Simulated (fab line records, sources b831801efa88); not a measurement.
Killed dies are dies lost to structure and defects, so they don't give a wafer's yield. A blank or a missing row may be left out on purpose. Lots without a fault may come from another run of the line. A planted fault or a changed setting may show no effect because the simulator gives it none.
Chamber matching | flow gf180mcu | GF_V2_CMP_26 on cmp-02: 4 sister chambers
The step polishes, stops on SiO2, t overpolish 15 s, target thk 0 nm. 8 wafers are shown with their chamber, then 7 later ones without.

WAFERS WITH THEIR CHAMBER
wafer  | chamber | motor_current_A (A) | platen_rpm (rpm)
L419.1 | 0       | 10.4                | 60.05
L424.2 | 3       | 9.4                 | 60.00
L424.4 | 2       | 11.8                | 60.05
L429.2 | 1       | 10.9                | 60.02
L429.5 | 0       | 10.8                | 59.98
L429.6 | 3       | 10.0                | 59.97
L431.1 | 1       | 11.3                | 60.01
L431.3 | 2       | 11.4                | 60.04

WAFERS WITHOUT THEIR CHAMBER
wafer  | motor_current_A (A) | platen_rpm (rpm)
L431.5 | 11.1                | 59.99
L434.1 | 12.1                | 60.00
L434.4 | 10.6                | 60.04
L434.5 | 10.4                | 59.96
L435.2 | 11.4                | 60.00
L435.3 | 11.0                | 60.04
L435.4 | 10.5                | 59.98

WHICH CHAMBER EACH WENT THROUGH
wafer  | from the rows above          | in truth
L431.5 | can't be placed: 1 or 0 or 2 | 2
L434.1 | can't be placed: 2 or 1      | 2
L434.4 | can't be placed: 0 or 1      | 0
L434.5 | can't be placed: 0 or 3 or 1 | 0
L435.2 | can't be placed: 1 or 2 or 0 | 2
L435.3 | can't be placed: 1 or 0 or 2 | 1
L435.4 | can't be placed: 0 or 1 or 3 | 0
Placed correctly: 0 of 7. Can't be placed from these rows: 7 (the true chamber is among the candidates in 7). Placed wrongly: 0.
How it was worked out, from the rows above alone: a wafer's distance from a chamber is the root of the sum, over the readings, of the square of ((its reading less the chamber's mean) divided by the reading's scatter). The wafer belongs to the nearest chamber; if the next one is less than 2 further off, it can't be placed. A chamber's mean is the mean of its shown wafers. The scatter: the root of (the sum of the squares of (reading less its chamber's mean) over the shown wafers, divided by (wafers less chambers)).
